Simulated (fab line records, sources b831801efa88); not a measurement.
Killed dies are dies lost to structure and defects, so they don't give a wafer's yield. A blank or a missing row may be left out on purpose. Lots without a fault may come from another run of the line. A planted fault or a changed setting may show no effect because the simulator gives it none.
Which tool did it? | flow gf180mcu | 12 lots, 36 wafers sampled, at 6 steps of a route of 602

WHAT THE GAUGES READ, wafer by wafer
GF_M4_THK_MEAS_06: measures by xrf.
lot  | measured     | on            | M4_ALCU_THK (nm)
L240 | day 23 06:38 | film_metro-02 | 454 458 455
L241 | day 23 17:13 | film_metro-03 | 454 448 456
L244 | day 24 22:11 | film_metro-02 | 465 447 467
L245 | day 25 06:02 | film_metro-02 | 469 459 457
L246 | day 25 10:31 | film_metro-03 | 468 459 460
L247 | day 25 23:55 | film_metro-04 | 468 448 456
L249 | day 26 08:05 | film_metro-03 | 456 454 447
L250 | day 26 11:48 | film_metro-02 | 458 452 452
L256 | day 28 11:20 | film_metro-02 | 456 458 464
L259 | day 29 08:46 | film_metro-02 | 454 453 456
L262 | day 30 04:07 | film_metro-02 | 458 464 457
L263 | day 30 10:18 | film_metro-03 | 469 453 457

GF_M4_OVL_MEAS_15.
lot  | measured     | on         | M4_OVL (nm)
L240 | day 24 05:43 | overlay-01 | 1 0 -6
L241 | day 24 15:40 | overlay-01 | -14 0 4
L244 | day 25 19:08 | overlay-01 | 3 1 6
L245 | day 26 04:04 | overlay-01 | -3 1 6
L246 | day 26 08:19 | overlay-01 | 4 -11 -6
L247 | day 26 20:59 | overlay-02 | 0 6 12
L249 | day 27 05:12 | overlay-01 | -5 1 -6
L250 | day 27 08:55 | overlay-02 | -3 -2 1
L256 | day 29 06:20 | overlay-01 | 4 -1 1
L259 | day 30 03:59 | overlay-02 | -2 2 0
L262 | day 30 22:46 | overlay-01 | 1 -2 -4
L263 | day 31 04:51 | overlay-01 | -7 -4 3

GF_V4_CD_MEAS_14: target cd 260 nm.
lot  | measured     | on        | cd_nm (nm)
L240 | day 25 05:21 | cd_sem-02 | 261.6 260.9 261.8
L241 | day 25 14:20 | cd_sem-01 | 259.9 260.8 258.7
L244 | day 26 17:53 | cd_sem-01 | 260.9 258.9 260.8
L245 | day 27 02:43 | cd_sem-02 | 262.1 260.8 259.9
L246 | day 27 06:39 | cd_sem-01 | 259.8 260.3 260.1
L247 | day 27 19:04 | cd_sem-02 | 258.3 261.6 260.5
L249 | day 28 03:41 | cd_sem-02 | 259.1 258.3 260.0
L250 | day 28 06:42 | cd_sem-01 | 259.8 260.0 259.7
L256 | day 30 03:31 | cd_sem-02 | 259.4 259.4 259.4
L259 | day 30 23:38 | cd_sem-02 | 260.4 259.8 260.6
L262 | day 31 18:35 | cd_sem-02 | 259.7 260.3 260.7
L263 | day 31 23:58 | cd_sem-02 | 258.6 258.4 258.4

GF_V4_RS_MEAS_24: measures by four-point-probe.
lot  | measured     | on            | V4_W_RS (ohm/sq)
L240 | day 25 06:25 | film_metro-01 | 0.330 0.327 0.333
L241 | day 25 15:22 | film_metro-02 | 0.327 0.327 0.329
L244 | day 26 18:55 | film_metro-02 | 0.331 0.333 0.327
L245 | day 27 03:45 | film_metro-01 | 0.330 0.332 0.330
L246 | day 27 07:43 | film_metro-01 | 0.328 0.328 0.326
L247 | day 27 20:08 | film_metro-02 | 0.327 0.330 0.333
L249 | day 28 04:43 | film_metro-02 | 0.329 0.334 0.330
L250 | day 28 07:44 | film_metro-01 | 0.328 0.332 0.331
L256 | day 30 04:32 | film_metro-01 | 0.328 0.330 0.328
L259 | day 31 00:40 | film_metro-02 | 0.345 0.334 0.334 0.345 0.333 0.333
L262 | day 31 19:37 | film_metro-04 | 0.326 0.323 0.326
L263 | day 32 01:01 | film_metro-01 | 0.333 0.333 0.336

GF_V4_THK_MEAS_25: measures by xrf.
lot  | measured     | on            | V4_W_THK (nm)
L240 | day 25 06:31 | film_metro-01 | 373 376 373
L241 | day 25 15:28 | film_metro-02 | 371 368 364
L244 | day 26 19:02 | film_metro-02 | 366 364 371
L245 | day 27 03:52 | film_metro-01 | 370 369 369
L246 | day 27 07:49 | film_metro-01 | 373 373 376
L247 | day 27 20:15 | film_metro-02 | 374 374 369
L249 | day 28 04:50 | film_metro-02 | 371 368 372
L250 | day 28 07:52 | film_metro-01 | 371 370 367
L256 | day 30 04:40 | film_metro-01 | 373 370 371
L259 | day 31 04:34 | film_metro-02 | 351 363 367 352 364 367
L262 | day 31 19:44 | film_metro-04 | 365 368 365
L263 | day 32 01:06 | film_metro-01 | 365 368 363

WHICH TOOL RAN EACH LOT (tool, then ch and the chambers of the sampled wafers, then the start)
lot  | GF_V4_CVD_23
L240 | cvd_w-01 ch 0,1, day 25 06:18
L241 | cvd_w-02 ch 0,1, day 25 15:14
L244 | cvd_w-01 ch 0,1, day 26 18:48
L245 | cvd_w-01 ch 0,1, day 27 03:37
L246 | cvd_w-01 ch 0,1, day 27 07:35
L247 | cvd_w-01 ch 0,1, day 27 20:01
L249 | cvd_w-01 ch 0,1, day 28 04:36
L250 | cvd_w-02 ch 0,1, day 28 07:37
L256 | cvd_w-02 ch 0, day 30 04:26
L259 | cvd_w-01 ch 0,1, day 31 00:32
L262 | cvd_w-02 ch 0,1, day 31 19:30
L263 | cvd_w-02 ch 0,1, day 32 00:52
- GF_V4_CVD_23: deposits W, target thk 350 nm, time 104.9 s.

WHAT THE TOOLS THEMSELVES READ (means of the sampled wafers that have a number; where no wafer has one, the mark that the record gives instead)
GF_V4_CVD_23.
lot  | tool     | chamber_pressure_Torr (Torr) | heater_power_w (W) | susceptor_temp_C (C)
L240 | cvd_w-01 | 39.99                        | 796                | 400.07
L241 | cvd_w-02 | 39.94                        | 762                | 400.20
L244 | cvd_w-01 | 39.88                        | 796                | 399.91
L245 | cvd_w-01 | 40.00                        | 800                | 399.90
L246 | cvd_w-01 | 39.97                        | 866                | 399.78
L247 | cvd_w-01 | 40.01                        | 877                | 399.97
L249 | cvd_w-01 | 40.04                        | 794                | 400.04
L250 | cvd_w-02 | 40.01                        | 758                | 400.02
L256 | cvd_w-02 | 40.06                        | 722                | 399.94
L259 | cvd_w-01 | 40.05                        | 882                | 399.99
L262 | cvd_w-02 | 39.99                        | 760                | 399.92
L263 | cvd_w-02 | 40.10                        | 758                | 399.98

THE ANSWER, worked out from the rows above alone
Rule: what is usual is taken from the lots themselves. Put in order of their means at a reading, lots are off if they are a third of the lots or fewer, leave a main group of 4 or more, and stand apart from it by a gap of 3 or more times the standard deviation of the main group's means; of several such gaps the widest counts. A main group whose means are all the same, to the digits that the tables above print for the reading, isn't used. A lot without any number at a reading at which 4 lots or more have one is off too. The other lots that the step has rows for count as sound. The gauges are gone through in route order, then the tools' own readings, and for those a lot's mean is taken as printed above. The first step at which some lot is off is used, and at that step the reading that is off furthest; a lot without a number counts as furthest.
No lot is off at any reading shown: from this, nothing can be told.

WHAT THE SIMULATOR HAD PUT IN
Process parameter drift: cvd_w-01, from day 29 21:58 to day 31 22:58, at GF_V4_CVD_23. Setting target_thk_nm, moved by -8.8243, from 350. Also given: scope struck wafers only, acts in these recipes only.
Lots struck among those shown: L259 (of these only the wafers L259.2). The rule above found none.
